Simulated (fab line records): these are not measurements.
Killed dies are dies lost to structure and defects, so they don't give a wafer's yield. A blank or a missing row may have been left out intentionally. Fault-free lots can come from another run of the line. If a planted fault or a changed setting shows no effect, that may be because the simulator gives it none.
fab line records -- flow sky130
[record] lots = 12, wafers = 36, lastDay = 50
route steps=708 shown LDD_HVN@275 SPACER@306 SD_P@328 SD_N@354
lots that met no fault: from a run of the same line without faults
startH: start of the lot's first displayed wafer, in hours after the record's first day -- waitH: how many hours have passed since the lot's step before this one -- " as in the row above -- L1.1+2: a row that stands for several wafers -- - no value, or no start given -- * or withheld: withheld -- < > ~ a bound
route shown NAME@n: NAME is a module with steps in the file, n the number in the route of the first one -- usual: average and standard deviation across the fault-free wafers -- same: alike in all rows -- chamber/n: place in a boat -- sites: each site's reading -- _std_site: the standard deviation of these -- _edge_site: outer sites' mean less inner sites' -- radiusMm: how far each site lies from the wafer's centre -- mask NAME#n: copy n -- behind: the most recent tool/chamber to have shaped the wafer -- hold: cause of the lot's hold/its duration in hours/its outcome -- device: names the non-switching transistor (n, p or np) -- end of line: tests of these same wafers at the route's end -- where a step has no rows: the recipe by itself -- killed: not the wafer's yield, but the dies lost to structure and defects at the first sort -- map: a wafer's dies, marking killed ones x, the rest . and places with no die _
set.NAME: the setting that was run; set.NAME@STEP: the one run at that earlier step -- model.NAME: the simulator's own value behind a step, which no gauge read
the route's steps for a sample of lots (tables are steps, rows are wafers)
services: when a tool's chamber went out of use (startH, in hours from the record's first day, below 0 if earlier), for how many hours, and the reason
[[steps]]
[step SKY_LDD_HVN_IMPLANT_08]
[recipe] species = P, energyKev = 60, doseCm2 = 3e+13, tiltDeg = 40
[usual] beamEnergyKeV = 59.999/0.02, beamOnS = 10.00/0.18, doseIonsCm2 = 2.999e+13/3.3e+10
lot.wafer,tool,chamber,startH,waitH,beamEnergyKeV,beamOnS,doseIonsCm2
L580.1,implanter-04,0,452.65,0.0,59.988,10.24,3.001e+13
L580.2,implanter-04,0,452.65,0.0,60.012,9.95,3e+13
L580.5,implanter-04,0,452.65,0.0,59.997,10.00,2.998e+13
L581.2,implanter-04,0,464.59,0.0,60.007,10.25,3.004e+13
L581.3,implanter-04,0,464.59,0.0,59.974,9.93,3.004e+13
L581.5,implanter-04,0,464.59,0.0,60.000,10.00,3e+13
L588.1,implanter-02,0,528.72,0.0,46.311,9.78,3.007e+13
L588.2,implanter-02,0,528.72,0.0,46.307,10.22,3.006e+13
L588.5,implanter-02,0,528.72,0.0,46.299,10.08,2.998e+13
L590.1,implanter-02,0,548.08,0.0,46.305,9.95,3.007e+13
L590.3,implanter-02,0,548.08,0.0,46.313,10.19,3.001e+13
L590.5,implanter-02,0,548.08,0.0,46.329,9.91,3.004e+13
L594.1,implanter-04,0,585.05,0.0,60.001,10.00,2.998e+13
L594.4,implanter-04,0,585.05,0.0,59.998,10.28,2.999e+13
L594.6,implanter-04,0,585.05,0.0,59.979,10.11,3.002e+13
L595.2,implanter-04,0,586.89,0.0,59.959,10.09,3.003e+13
L595.4,implanter-04,0,586.89,0.0,60.008,9.88,3.004e+13
L595.6,implanter-04,0,586.89,0.0,60.009,10.32,2.999e+13
L597.1,implanter-04,0,609.62,0.0,59.992,10.09,3.002e+13
L597.2,implanter-04,0,609.62,0.0,60.018,10.25,3.002e+13
L597.3,implanter-04,0,609.62,0.0,60.026,10.12,2.999e+13
L598.1,implanter-04,0,612.67,0.0,60.038,9.99,2.999e+13
L598.3,implanter-04,0,612.67,0.0,60.000,9.84,2.997e+13
L598.4,implanter-04,0,612.67,0.0,59.994,10.09,3.001e+13
L600.2,implanter-02,0,631.03,0.0,60.035,10.05,3.003e+13
L600.3,implanter-02,0,631.03,0.0,59.994,9.70,3.002e+13
L600.5,implanter-02,0,631.03,0.0,60.022,9.87,2.994e+13
L602.1,implanter-04,0,645.15,0.0,60.008,9.90,2.994e+13
L602.3,implanter-04,0,645.15,0.0,60.007,9.75,2.997e+13
L602.5,implanter-04,0,645.15,0.0,59.989,9.94,2.997e+13
L601.1,implanter-04,0,647.25,0.0,59.987,10.03,2.999e+13
L601.2,implanter-04,0,647.25,0.0,59.999,10.17,2.998e+13
L601.4,implanter-04,0,647.25,0.0,59.970,10.10,3.003e+13
L603.1,implanter-04,0,660.92,0.0,59.972,10.12,2.998e+13
L603.4,implanter-04,0,660.92,0.0,59.972,10.00,2.998e+13
L603.6,implanter-04,0,660.92,0.0,60.016,9.79,2.996e+13
[step SKY_LDD_HVN_TW_MEAS_10]
[usual] LDD_HVN_TW = 1429/14
lot.wafer,tool,chamber,startH,waitH,LDD_HVN_TW
L580.1,filmMetro-02,-,452.90,0.1,1412
L580.2,filmMetro-02,-,452.90,0.1,1407
L580.5,filmMetro-02,-,452.90,0.1,1414
L581.2,filmMetro-01,-,464.83,0.1,1410
L581.3,filmMetro-01,-,464.83,0.1,1412
L581.5,filmMetro-01,-,464.83,0.1,1417
L588.1,filmMetro-03,-,528.97,0.1,1345
L588.2,filmMetro-03,-,528.97,0.1,1343
L588.5,filmMetro-03,-,528.97,0.1,1348
L590.1,filmMetro-03,-,548.33,0.1,1351
L590.3,filmMetro-03,-,548.33,0.1,1339
L590.5,filmMetro-03,-,548.33,0.1,1344
L594.1,filmMetro-02,-,585.30,0.1,1418
L594.4,filmMetro-02,-,585.30,0.1,1416
L594.6,filmMetro-02,-,585.30,0.1,1414
L595.2,filmMetro-02,-,587.13,0.1,1418
L595.4,filmMetro-02,-,587.13,0.1,1423
L595.6,filmMetro-02,-,587.13,0.1,1419
L597.1,filmMetro-03,-,609.87,0.1,1452
L597.2,filmMetro-03,-,609.87,0.1,1453
L597.3,filmMetro-03,-,609.87,0.1,1457
L598.1,filmMetro-03,-,612.92,0.1,1447
L598.3,filmMetro-03,-,612.92,0.1,1451
L598.4,filmMetro-03,-,612.92,0.1,1443
L600.2,filmMetro-03,-,631.26,0.1,1443
L600.3,filmMetro-03,-,631.26,0.1,1443
L600.5,filmMetro-03,-,631.26,0.1,1440
L602.1,filmMetro-02,-,645.40,0.1,1426
L602.3,filmMetro-02,-,645.40,0.1,1424
L602.5,filmMetro-02,-,645.40,0.1,1418
L601.1,filmMetro-01,-,647.50,0.1,1426
L601.2,filmMetro-01,-,647.50,0.1,1424
L601.4,filmMetro-01,-,647.50,0.1,1419
L603.1,filmMetro-03,-,661.17,0.1,1441
L603.4,filmMetro-03,-,661.17,0.1,1443
L603.6,filmMetro-03,-,661.17,0.1,1436
[step SKY_SPACER_ETCHBACK_02]
[recipe] chemistry = CH3F/O2, target = Si3N4, stopOn = SiO2, sourceW = 400, biasW = 80, pressureMtorr = 25, ch3fFlowSccm = 40, O2_flow_sccm = 30, timeS = 46.7, targetDepthA = 450
[usual] drypumpMotorCurrentA = 5.8/0.48, oesProductAu = 0.856/0.0057, throttleValvePct = 10.562/0.0087
lot.wafer,tool,chamber,startH,waitH,drypumpMotorCurrentA,oesProductAu,rfHoursCounterH,throttleValvePct
L580.1,rieDiel-03,3,516.18,0.1,4.8,0.854,53,10.559
L580.2,rieDiel-03,1,516.18,0.1,6.0,0.862,8,10.566
L580.5,rieDiel-03,0,516.18,0.1,5.5,0.867,-,10.544
L581.2,rieDiel-01,0,526.88,0.0,6.3,0.859,7,10.544
L581.3,rieDiel-01,2,526.88,0.0,5.9,0.859,6,10.565
L581.5,rieDiel-01,0,526.88,0.0,6.3,0.872,-,10.579
L588.1,rieDiel-03,0,590.14,0.1,5.5,0.852,2,10.580
L588.2,rieDiel-03,3,590.14,0.1,4.8,0.853,55,10.542
L588.5,rieDiel-03,3,590.14,0.1,4.8,0.853,-,10.580
L590.1,rieDiel-03,1,610.86,0.1,6.0,0.855,10,10.568
L590.3,rieDiel-03,3,610.86,0.1,4.8,0.853,55,10.567
L590.5,rieDiel-03,3,610.86,0.1,4.8,0.851,-,10.557
L594.1,rieDiel-03,1,644.50,0.1,6.0,0.853,10,10.562
L594.4,rieDiel-03,2,644.50,0.1,6.3,0.848,10,10.564
L594.6,rieDiel-03,2,644.50,0.1,6.3,0.855,-,10.564
L595.2,rieDiel-01,2,647.06,0.0,5.9,0.865,9,10.572
L595.4,rieDiel-01,0,647.06,0.0,6.3,0.851,9,10.557
L595.6,rieDiel-01,0,647.06,0.0,6.3,0.859,-,10.555
L597.1,rieDiel-03,0,671.79,0.1,5.5,0.850,4,10.562
L597.2,rieDiel-03,3,671.79,0.1,4.8,0.854,57,10.564
L597.3,rieDiel-03,2,671.79,0.1,6.3,0.856,11,10.555
L598.1,rieDiel-01,2,673.60,0.1,5.9,0.841,9,10.544
L598.3,rieDiel-01,1,673.60,0.1,5.4,0.861,39,10.563
L598.4,rieDiel-01,3,673.60,0.1,5.9,0.854,7,10.563
L600.2,rieDiel-04,0,692.54,0.0,5.5,0.860,10,10.567
L600.3,rieDiel-04,3,692.54,0.0,6.0,0.856,40,10.569
L600.5,rieDiel-04,3,692.54,0.0,6.0,0.855,-,10.559
L602.1,rieDiel-04,0,702.78,0.1,5.5,0.855,11,10.555
L602.3,rieDiel-04,2,702.78,0.1,5.0,0.857,0,10.556
L602.5,rieDiel-04,2,702.78,0.1,5.0,0.856,-,10.558
L601.1,rieDiel-01,0,706.85,0.1,6.3,0.854,10,10.576
L601.2,rieDiel-01,3,706.85,0.1,5.8,0.854,7,10.564
L601.4,rieDiel-01,1,706.85,0.1,5.4,0.857,40,10.563
L603.1,rieDiel-01,2,719.05,0.1,5.9,0.859,10,10.575
L603.4,rieDiel-01,0,719.05,0.1,6.3,0.850,10,10.562
L603.6,rieDiel-01,1,719.05,0.1,5.4,0.858,-,10.572
[step SKY_SD_P_OVL_MEAS_08]
[usual] SD_P_OVL = 0.1/1.5
lot.wafer,tool,chamber,startH,waitH,SD_P_OVL[nm]
L580.1,overlay-01,-,575.95,0.1,-0.6
L580.2,overlay-01,-,575.95,0.1,0.2
L580.5,overlay-01,-,575.95,0.1,-0.2
L581.2,overlay-01,-,586.94,0.1,-0.4
L581.3,overlay-01,-,586.94,0.1,0.3
L581.5,overlay-01,-,586.94,0.1,0.2
L588.1,overlay-01,-,647.97,0.1,3.3
L588.2,overlay-01,-,647.97,0.1,2.6
L588.5,overlay-01,-,647.97,0.1,2.8
L590.1,overlay-01,-,669.49,0.1,0.0
L590.3,overlay-01,-,669.49,0.1,-1.0
L590.5,overlay-01,-,669.49,0.1,-1.4
L594.1,overlay-01,-,700.41,0.1,2.0
L594.4,overlay-01,-,700.41,0.1,1.9
L594.6,overlay-01,-,700.41,0.1,1.7
L595.2,overlay-02,-,702.91,0.1,1.5
L595.4,overlay-02,-,702.91,0.1,0.7
L595.6,overlay-02,-,702.91,0.1,0.8
L597.1,overlay-02,-,727.80,0.1,-3.0
L597.2,overlay-02,-,727.80,0.1,-2.3
L597.3,overlay-02,-,727.80,0.1,-2.5
L598.1,overlay-02,-,728.29,0.1,1.3
L598.3,overlay-02,-,728.29,0.1,0.1
L598.4,overlay-02,-,728.29,0.1,1.6
L600.2,overlay-01,-,749.41,0.1,0.2
L600.3,overlay-01,-,749.41,0.1,0.4
L600.5,overlay-01,-,749.41,0.1,2.3
L602.1,overlay-02,-,757.91,0.1,-0.9
L602.3,overlay-02,-,757.91,0.1,-1.7
L602.5,overlay-02,-,757.91,0.1,-2.7
L601.1,overlay-01,-,762.11,0.1,1.7
L601.2,overlay-01,-,762.11,0.1,0.7
L601.4,overlay-01,-,762.11,0.1,0.8
L603.1,overlay-02,-,773.80,0.1,1.4
L603.4,overlay-02,-,773.80,0.1,0.0
L603.6,overlay-02,-,773.80,0.1,-1.6
[step SKY_SD_N_TW_MEAS_12]
[usual] SD_N_TW = 3959/42
lot.wafer,tool,chamber,startH,waitH,SD_N_TW
L580.1,filmMetro-01,-,634.33,0.1,3939
L580.2,filmMetro-01,-,634.33,0.1,3923
L580.5,filmMetro-01,-,634.33,0.1,3916
L581.2,filmMetro-03,-,646.09,0.1,3996
L581.3,filmMetro-03,-,646.09,0.1,4028
L581.5,filmMetro-03,-,646.09,0.1,4023
L588.1,filmMetro-01,-,704.73,0.1,3937
L588.2,filmMetro-01,-,704.73,0.1,3924
L588.5,filmMetro-01,-,704.73,0.1,3950
L590.1,filmMetro-01,-,726.77,0.1,3915
L590.3,filmMetro-01,-,726.77,0.1,3920
L590.5,filmMetro-01,-,726.77,0.1,3928
L594.1,filmMetro-02,-,756.44,0.1,3960
L594.4,filmMetro-02,-,756.44,0.1,3920
L594.6,filmMetro-02,-,756.44,0.1,3938
L595.2,filmMetro-03,-,758.90,0.1,4011
L595.4,filmMetro-03,-,758.90,0.1,4004
L595.6,filmMetro-03,-,758.90,0.1,3998
L597.1,filmMetro-01,-,782.72,0.1,3920
L597.2,filmMetro-01,-,782.72,0.1,3909
L597.3,filmMetro-01,-,782.72,0.1,3893
L598.1,filmMetro-01,-,783.02,0.1,3886
L598.3,filmMetro-01,-,783.02,0.1,3877
L598.4,filmMetro-01,-,783.02,0.1,3903
L600.2,filmMetro-02,-,803.10,0.1,3933
L600.3,filmMetro-02,-,803.10,0.1,3952
L600.5,filmMetro-02,-,803.10,0.1,3943
L602.1,filmMetro-02,-,811.09,0.1,3959
L602.3,filmMetro-02,-,811.09,0.1,3951
L602.5,filmMetro-02,-,811.09,0.1,3942
L601.1,filmMetro-03,-,815.57,0.1,4007
L601.2,filmMetro-03,-,815.57,0.1,4005
L601.4,filmMetro-03,-,815.57,0.1,3987
L603.1,filmMetro-01,-,826.73,0.1,3913
L603.4,filmMetro-01,-,826.73,0.1,3929
L603.6,filmMetro-01,-,826.73,0.1,3910
[[services]]
tool,chamber,startH,hours,kind
rieDiel-03,0,475.33,-,clean
rieDiel-03,0,475.33,22.0,scheduledDown
rieDiel-03,0,475.33,22.0,ventCycle
implanter-02,-,481.34,2.6,repair
implanter-04,-,481.46,4.1,pm
rieDiel-01,1,500.46,51.2,repair
rieDiel-01,-,511.16,1.4,repair
rieDiel-04,1,530.64,-,clean
rieDiel-04,1,530.64,20.6,scheduledDown
rieDiel-04,1,530.64,20.6,ventCycle
rieDiel-03,1,532.82,3.6,repair
rieDiel-04,3,579.03,1.7,repair
rieDiel-04,3,619.73,13.8,repair
rieDiel-01,-,650.90,0.3,repair
implanter-04,-,674.53,3.9,pm
rieDiel-01,2,676.88,3.9,repair
rieDiel-04,2,677.80,-,clean
rieDiel-01,-,686.83,2.8,pm
rieDiel-03,-,693.34,0.4,repair
implanter-04,-,696.95,4.4,repair
rieDiel-04,3,701.99,23.6,repair
rieDiel-03,3,703.48,-,clean
rieDiel-03,3,703.48,31.7,scheduledDown
rieDiel-03,3,703.48,31.7,ventCycle
[[key]]
[firstSign] step = SKY_LDD_HVN_IMPLANT_08, reading = beamEnergyKeV, direction = down, sigmas = 99+, usual = *, struck = *
[effect] step = SKY_LDD_HVN_TW_MEAS_10, reading = LDD_HVN_TW, direction = down, sigmas = 5.8, usual = 1429, struck = 1345
metAt SKY_LDD_HVN_IMPLANT_08
struckLots L588,L590
testerLeftOut L588,L590
notActingAt SKY_SPACER_ETCHBACK_02,SKY_SD_P_OVL_MEAS_08,SKY_SD_N_TW_MEAS_12
[fault] kind = processParameterDrift, tool = implanter-02, chamber = -, onsetH = 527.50, steps = SKY_LDD_HVN_IMPLANT_08, channel = energyKev, offset = *, shape = step, endH = 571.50, actsIn = *, stated = *
// testerLeftOut: of these lots the tester's yield and bins aren't shown, on N5 and GAA mostly nor the transistor test; their killed dies are dies lost to structure and defects alone, not to doping, threshold or leakage, so they don't give the yield
